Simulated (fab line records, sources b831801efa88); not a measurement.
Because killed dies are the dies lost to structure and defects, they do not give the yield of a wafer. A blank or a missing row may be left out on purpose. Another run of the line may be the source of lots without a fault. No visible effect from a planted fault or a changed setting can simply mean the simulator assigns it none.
Which tool was responsible? + flow sky130 + 21 wafers from 7 lots sampled at 3 of the route's 708 steps

## WHAT THE GAUGES SHOWED, per wafer
SKY_DNWELL_TW_MEAS_09.
| lot  | measured    | on            | DNWELL_TW      |
|------|-------------|---------------|----------------|
| L508 | day 3 11:21 | film_metro-02 | 1142 1138 1142 |
| L511 | day 4 03:14 | film_metro-02 | 1136 1136 1131 |
| L513 | day 4 11:41 | film_metro-04 | 1104 1116 1104 |
| L516 | day 5 04:41 | film_metro-01 | 1093 1088 1096 |
| L520 | day 6 00:44 | film_metro-02 | 1122 1123 1127 |
| L522 | day 6 14:05 | film_metro-02 | 30 31 30       |
| L530 | day 8 09:17 | film_metro-01 | 1104 1107 1104 |

## WHAT TOOL EACH LOT RAN ON (gives the tool, then ch and the chambers of the sampled wafers, and finally the start)
| lot  | SKY_FIELD_ISO_ETCH_15             | SKY_DNWELL_EXPOSE_04               |
|------|-----------------------------------|------------------------------------|
| L508 | rie_diel-04 ch 1,2,3, day 2 10:52 | iline_stepper-02 ch 0, day 3 02:52 |
| L511 | rie_diel-02 ch 0,3, day 3 02:40   | iline_stepper-02 ch 0, day 3 18:38 |
| L513 | rie_diel-04 ch 0,2, day 3 11:10   | iline_stepper-01 ch 0, day 4 03:19 |
| L516 | rie_diel-01 ch 0,2,3, day 4 03:48 | iline_stepper-01 ch 0, day 4 19:33 |
| L520 | rie_diel-02 ch 0,2,3, day 5 00:47 | iline_stepper-02 ch 0, day 5 15:59 |
| L522 | rie_diel-01 ch 0,3, day 5 11:29   | iline_stepper-01, day 6 04:41      |
| L530 | rie_diel-02 ch 0,1,3, day 7 04:56 | iline_stepper-02 ch 0, day 7 22:36 |
- SKY_FIELD_ISO_ETCH_15: etches the open film in CHF3/O2, stops on Si, target depth 180 nm, time 72 s.
- SKY_DNWELL_EXPOSE_04: exposes mask DNM, target cd 3000 nm.

## THE ANSWER, worked out from the rows above alone
Rule: usual is defined by the lots themselves. Put in order of their means at a reading, lots are off if they are a third of the lots or fewer, leave a main group of 4 or more, and stand apart from it by a gap of 3 or more times the standard deviation of the main group's means; of several such gaps the widest counts. Not used: any main group whose means are identical at the precision the tables above print for the reading. A lot without any number at a reading at which 4 lots or more have one is off too. Any other lot the step has rows for is counted as sound.
Off: L522, seen at SKY_DNWELL_TW_MEAS_09 (DNWELL_TW). Main group: mean 1117, sd 17.
If a tool, at a process step before that reading, ran all the lots that are off and no sound lot after the first of them, it fits. The gauges at SKY_DNWELL_TW_MEAS_09 are tried like those tools. Can't be told from this: 3 tools fit, rie_diel-01 at SKY_FIELD_ISO_ETCH_15, iline_stepper-01 at SKY_DNWELL_EXPOSE_04, film_metro-02 at SKY_DNWELL_TW_MEAS_09.

## WHAT THE SIMULATOR HAD PUT IN
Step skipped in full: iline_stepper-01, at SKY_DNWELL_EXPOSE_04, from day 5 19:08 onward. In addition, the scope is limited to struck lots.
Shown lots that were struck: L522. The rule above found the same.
